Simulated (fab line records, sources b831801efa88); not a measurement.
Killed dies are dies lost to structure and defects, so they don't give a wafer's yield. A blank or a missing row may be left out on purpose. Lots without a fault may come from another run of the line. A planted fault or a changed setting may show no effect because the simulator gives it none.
Chamber matching | flow gf180mcu | GF_STI_ETCH_13 on rie_diel-03: 4 sister chambers
The step etches the open film in CHF3/O2, stops on Si, target depth 282.31 nm, time 112.9 s. 8 wafers are shown with their chamber, then 7 later ones without.

WAFERS WITH THEIR CHAMBER
wafer  | chamber | drypump_motor_current_A (A) | oes_product_au (a.u.)
L117.3 | 1       | 5.1                         | 0.832
L119.1 | 0       | 5.3                         | 0.828
L132.6 | 1       | 5.1                         | 0.838
L133.2 | 3       | 5.4                         | 0.824
L133.3 | 0       | 5.2                         | 0.832
L133.5 | 2       | 5.9                         | 0.841
L134.1 | 3       | 5.5                         | 0.826
L134.2 | 2       | 5.9                         | 0.831

WAFERS WITHOUT THEIR CHAMBER
wafer  | drypump_motor_current_A (A) | oes_product_au (a.u.)
L134.6 | 5.1                         | 0.838
L136.1 | 5.3                         | 0.835
L136.5 | 5.3                         | 0.839
L136.6 | 5.1                         | 0.846
L139.1 | 5.3                         | 0.826
L139.3 | 5.4                         | 0.832
L139.5 | 5.9                         | 0.834

WHICH CHAMBER EACH WENT THROUGH
wafer  | from the rows above     | in truth
L134.6 | 1                       | 1
L136.1 | 0                       | 0
L136.5 | can't be placed: 0 or 1 | 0
L136.6 | 1                       | 1
L139.1 | can't be placed: 0 or 3 | 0
L139.3 | can't be placed: 3 or 0 | 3
L139.5 | 2                       | 2
Placed correctly: 4 of 7. Can't be placed from these rows: 3 (the true chamber is among the candidates in 3). Placed wrongly: 0.
How it was worked out, from the rows above alone: a wafer's distance from a chamber is the root of the sum, over the readings, of the square of ((its reading less the chamber's mean) divided by the reading's scatter). The wafer belongs to the nearest chamber; if the next one is less than 2 further off, it can't be placed. A chamber's mean is the mean of its shown wafers. The scatter: the root of (the sum of the squares of (reading less its chamber's mean) over the shown wafers, divided by (wafers less chambers)).
